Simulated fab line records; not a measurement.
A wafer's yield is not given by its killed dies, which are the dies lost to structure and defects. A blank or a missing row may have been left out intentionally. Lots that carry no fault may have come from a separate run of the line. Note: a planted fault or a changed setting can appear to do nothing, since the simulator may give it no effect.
Commonality check across tools -- flow gf180mcu -- Lots sampled 11, wafers sampled 33

WHAT PROMPTED THE OPENING
GF_POLY_GATE_THK_MEAS_01, reading POLY_GATE_CVD_00_THK: flagged on 1 of 11 lots. No-fault wafers: 200.9 nm, standard deviation 1.8.
Rule: a lot is flagged in two cases, either no wafer of it has a number, or all its wafers with numbers fall more than 4 standard deviations from that mean. As for the other lots, they are considered sound.

lot,measured,on,"POLY_GATE_CVD_00_THK (nm), wafer by wafer",flag
L441,day 10 03:25,film_metro-02,146.6 142.6 142.7,FLAGGED
L448,day 12 12:43,film_metro-04,203.3 201.9 202.1,
L449,day 12 15:41,film_metro-04,201.6 200.9 202.2,
L450,day 12 20:32,film_metro-04,201.4 200.6 199.4,
L451,day 13 02:12,film_metro-02,198.3 199.6 199.2,
L452,day 13 08:48,film_metro-04,199.5 198.9 197.7,
L453,day 13 15:11,film_metro-04,200.9 200.8 201.5,
L454,day 13 21:54,film_metro-01,201.4 201.3 201.8,
L455,day 14 06:16,film_metro-02,205.5 204.6 205.8,
L456,day 14 14:50,film_metro-01,198.5 198.3 198.8,
L457,day 14 22:24,film_metro-04,202.6 203.4 201.3,
Average over the flagged lots: 144.0 nm; offset from the usual -56.9 nm, equal to -32 standard deviations.

LOT BY LOT: THE TOOL USED
The record keeps 1 process step preceding the reading, out of 602 steps on the route. Read each cell as the tool, then ch plus the chambers that the sampled wafers visited, then the start.
lot,flag,GF_POLY_GATE_CVD_00
L441,FLAGGED,"lpcvd-02 ch 0, day 10 02:05"
L448,,"lpcvd-02 ch 0, day 12 11:22"
L449,,"lpcvd-02 ch 0, day 12 14:21"
L450,,"lpcvd-02 ch 0, day 12 19:12"
L451,,"lpcvd-01 ch 0, day 13 00:50"
L452,,"lpcvd-01 ch 1, day 13 07:28"
L453,,"lpcvd-01 ch 0, day 13 13:50"
L454,,"lpcvd-01 ch 1, day 13 20:34"
L455,,"lpcvd-02 ch 0, day 14 04:56"
L456,,"lpcvd-01 ch 0, day 14 13:31"
L457,,"lpcvd-02 ch 0, day 14 21:04"
These steps, and what they do:
- GF_POLY_GATE_CVD_00: deposits poly-Si, target thk 200 nm, time 1200 s.
- GF_POLY_GATE_THK_MEAS_01

FLAGGED AGAINST TOTAL, ONE TOOL AT A TIME (gauges that did the reading follow at the end)
step,tool,lots run,flagged,share of the flagged lots,sound lots run after its first flagged lot
GF_POLY_GATE_CVD_00,lpcvd-01,5,0,none,-
GF_POLY_GATE_CVD_00,lpcvd-02,6,1,all,"5 (L448,L449,L450,L455,L457)"
GF_POLY_GATE_THK_MEAS_01,film_metro-01,2,0,none,-
GF_POLY_GATE_THK_MEAS_01,film_metro-02,3,1,all,"2 (L451,L455)"
GF_POLY_GATE_THK_MEAS_01,film_metro-04,6,0,none,-

WHAT THE TABLE PERMITS
Rows of the table that ran all the flagged lots, 2 in number: lpcvd-02 at GF_POLY_GATE_CVD_00; film_metro-02 at GF_POLY_GATE_THK_MEAS_01.
- lpcvd-02 at GF_POLY_GATE_CVD_00 ran 6 lots, 1 of them flagged. Lots that were sound ran on it after the first flagged one (L448, L449, L450, L455, L457); a persistent fault on the entire tool would not allow that.
- film_metro-02 at GF_POLY_GATE_THK_MEAS_01 ran 3 lots, 1 of them flagged. Lots that were sound ran on it after the first flagged one (L451, L455); a persistent fault on the entire tool would not allow that.
Every row of the table either missed a flagged lot or ran a sound lot after the first.

WHAT THE SIMULATOR HAD PUT IN
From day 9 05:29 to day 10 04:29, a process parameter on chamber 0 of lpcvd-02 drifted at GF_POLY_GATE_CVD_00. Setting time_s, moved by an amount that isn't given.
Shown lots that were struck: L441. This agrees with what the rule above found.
